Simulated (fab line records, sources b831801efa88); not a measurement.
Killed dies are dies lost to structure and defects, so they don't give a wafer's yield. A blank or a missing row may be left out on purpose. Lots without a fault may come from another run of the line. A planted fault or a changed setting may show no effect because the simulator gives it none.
fab line records | flow sky130
record lots=14 wafers=42 last_day=49
route steps=708 shown METAL2@484 PAD_OPEN@708
lots that met no fault: from a run of the same line without faults
start_h: hours from the record's first day to the start of the lot's first wafer shown | wait_h: hours since the lot's step before | " the same as in the row above | L1.1+2: a row that stands for several wafers | - no value, or no start given | * or withheld: withheld | < > ~ a bound
route shown NAME@n: a module of which the file shows steps, and the number in the route of the first | usual: mean/standard deviation of fault-free wafers | same: alike in all rows | chamber/n: place in a boat | sites: the reading at each site | _std_site: their standard deviation | _edge_site: outer sites' mean less inner sites' | radius_mm: how far each site lies from the wafer's centre | mask NAME#n: copy n | behind: the tool/chamber that last shaped the wafer | hold: why the lot was held/for how many hours/how that ended | device: the transistor (n, p or np) that didn't switch | end of line: the same wafers' tests at the end of the route | a step without rows: its recipe alone | killed: dies lost to structure and defects at the first sort, not the wafer's yield | map: a wafer's dies, x killed, . not, _ none there
set.NAME: the setting as run; set.NAME@STEP: as run at that earlier step | model.NAME: the simulator's own value behind a step, which no gauge read
steps of the route over a sample of lots; a table a step, a row a wafer
services: from which hour (start_h, from the record's first day; less than 0 if before it) a tool's chamber was out of use, for how many hours, and why
## steps
# step SKY_METAL2_SPUTTER_01
# recipe material=TiN target_thk_nm=20 power_w=6500 time_s=16.7 chamber_pressure_pa=0.4
# usual cathode_dc_power_W=6500.1/1.2 throttle_valve_pct=29.8/1
# columns lot.wafer tool chamber start_h wait_h cathode_dc_power_W throttle_valve_pct
L409.2 pvd_sputter-02 - 810.43 0.0 6498.0 30.6
L409.3 " - " " 6501.3 28.9
L409.6 " - " " 6499.3 29.1
L410.1 pvd_sputter-04 - 818.07 0.0 6499.0 29.8
L410.2 " - " " 6500.3 29.7
L410.6 " - " " 6498.9 31.4
L411.2 pvd_sputter-04 - 828.55 0.0 6501.8 31.0
L411.4 " - " " 6497.1 29.7
L411.5 " - " " 6499.5 29.6
L413.4 pvd_sputter-01 - 839.68 0.0 6498.1 28.7
L413.5 " - " " 6499.1 31.0
L413.6 " - " " 6500.2 30.9
L412.2 pvd_sputter-01 - 843.45 0.0 6501.3 30.4
L412.4 " - " " 6500.6 31.0
L412.6 " - " " 6498.3 30.4
L415.1 pvd_sputter-04 - 856.45 0.0 6501.7 31.2
L415.3 " - " " 6500.6 31.5
L415.6 " - " " 6499.1 31.2
L417.1 pvd_sputter-02 - 869.41 0.0 6499.2 29.2
L417.2 " - " " 6500.2 30.5
L417.6 " - " " 6499.3 29.3
L418.2 pvd_sputter-04 - 881.71 0.0 6498.4 31.1
L418.3 " - " " 6498.4 31.0
L418.6 " - " " 6500.1 29.5
L419.1 pvd_sputter-02 - 888.16 0.0 6499.3 30.6
L419.2 " - " " 6500.1 28.3
L419.4 " - " " 6497.6 29.1
L420.1 pvd_sputter-02 - 892.21 0.0 6501.3 28.3
L420.2 " - " " 6499.5 30.5
L420.5 " - " " 6500.1 28.2
L423.1 pvd_sputter-02 - 913.51 0.0 7797.4 28.1
L423.3 " - " " 6500.5 29.1
L423.6 " - " " 6500.9 30.6
L424.2 pvd_sputter-04 - 921.40 0.0 6499.8 29.5
L424.3 " - " " 6500.1 31.2
L424.4 " - " " 6498.7 29.7
L425.1 pvd_sputter-02 - 927.76 0.0 7798.9 28.4
L425.2 " - " " 6502.0 29.2
L425.6 " - " " 6501.8 30.6
L426.2 pvd_sputter-01 - 928.48 0.0 6498.8 30.4
L426.4 " - " " 6499.1 30.6
L426.5 " - " " 6500.6 30.6
# step SKY_PAD_OPEN_PROBE_99
# usual defect_limited_yield=82.5/2 killed_at_M0_to_M3=44/6.9 killed_at_M4_up=3.1/1.7 killed_at_contacts=25/5.6 killed_at_front_end=14/4.3 killed_at_other=0.3/0.51 killed_dies=86/9.8 killed_open=47/6.5 killed_short=39/6.6 sort_bin_3_pad_short=0.8/0.46 sort_bin_5_function=10.3/1.5 sort_bin_6_memory=6.4/1 sort_n_pass=406/9.8 sort_yield_pct=82.5/2
# same gross_dies=492 killed_at_back_side=0 sort_bin_4_leakage[%]=0 sort_bin_8_speed[%]=0
# columns lot.wafer tool chamber start_h wait_h defect_limited_yield[%] killed_at_M0_to_M3 killed_at_M4_up killed_at_contacts killed_at_front_end killed_at_other killed_dies killed_open killed_short sort_bin_3_pad_short[%] sort_bin_5_function[%] sort_bin_6_memory[%] sort_n_pass sort_yield_pct[%]
L410.1 prober-01 - 1102.87 0.1 77.4 53 2 37 19 0 111 58 53 1.8 13.6 7.1 381 77.4
L410.2 prober-01 - 1102.92 0.1 82.1 43 1 22 22 0 88 58 30 0.4 11.0 6.5 404 82.1
L410.6 prober-01 - 1103.12 0.2 79.1 50 2 33 18 0 103 56 47 1.6 12.6 6.7 389 79.1
L420.1 prober-01 - 1156.74 0.1 81.9 45 3 21 20 0 89 45 44 1.2 11.0 5.9 403 81.9
L420.2 prober-01 - 1156.79 0.1 82.7 52 0 30 3 0 85 51 34 0.8 10.6 5.9 407 82.7
L420.5 prober-01 - 1156.94 0.2 83.1 44 1 24 14 0 83 53 30 0.4 10.2 6.3 409 83.1
# killed by level:class
L410.1 CONTACT:geometric_particle:open=17 VIA1:geometric_particle:open=13 CONTACT:geometric_particle:short=11 FIELD_ISO:geometric_particle:short=8 VIA2:geometric_particle:open=7 VIA3:geometric_particle:open=7 VIA1:geometric_particle:short=6 METAL2:geometric_particle:short=6
L410.2 CONTACT:geometric_particle:open=11 VIA2:geometric_particle:open=10 VIA1:geometric_particle:open=10 FIELD_ISO:geometric_particle:short=6 METAL1:geometric_particle:short=6 VIA3:geometric_particle:open=6 FIELD_ISO:geometric_particle:open=5 POLY_GATE:geometric_particle:open=5
L410.6 CONTACT:geometric_particle:open=16 VIA1:geometric_particle:open=10 METAL1:geometric_particle:short=8 METAL2:geometric_particle:short=7 LI_CONTACT:geometric_particle:open=7 VIA3:geometric_particle:open=6 CONTACT:geometric_particle:short=6 FIELD_ISO:geometric_particle:short=4
L420.1 CONTACT:geometric_particle:open=9 VIA2:geometric_particle:open=7 FIELD_ISO:geometric_particle:short=6 VIA1:geometric_particle:open=6 LI_CONTACT:geometric_particle:open=5 METAL1:geometric_particle:short=5 VIA1:geometric_particle:short=5 METAL2:geometric_particle:short=5
L420.2 VIA1:geometric_particle:open=15 CONTACT:geometric_particle:open=14 VIA2:geometric_particle:open=9 VIA1:geometric_particle:short=8 METAL1:geometric_particle:short=7 LI_CONTACT:geometric_particle:open=6 CONTACT:geometric_particle:short=6 METAL2:geometric_particle:short=3
L420.5 VIA1:geometric_particle:open=12 VIA3:geometric_particle:open=11 CONTACT:geometric_particle:open=8 LI_CONTACT:geometric_particle:open=7 VIA2:geometric_particle:open=7 CONTACT:geometric_particle:short=5 METAL1:geometric_particle:short=5 POLY_GATE:geometric_particle:open=4
## services
# columns tool chamber start_h hours kind
pvd_sputter-02 - 794.34 4.1 repair
pvd_sputter-04 - 799.87 8.3 repair
pvd_sputter-02 - 802.95 3.7 repair
pvd_sputter-02 - 902.46 4.6 repair
pvd_sputter-01 - 906.44 0.7 repair
## key
first_sign step=SKY_METAL2_SPUTTER_01 reading=cathode_dc_power_W direction=up sigmas=99+ usual=6500.1 struck=7798.2
effect none on later readings
met_at SKY_METAL2_SPUTTER_01
struck_lots L423,L425
struck_wafers L423.1,L425.1
onset_between 892.21 913.51
fault kind=process_parameter_drift tool=pvd_sputter-02 chamber=- onset_h=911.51 steps=SKY_METAL2_SPUTTER_01 channel=power_w offset=* shape=step end_h=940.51 acts_in=* stated=* scope=struck_wafers_only
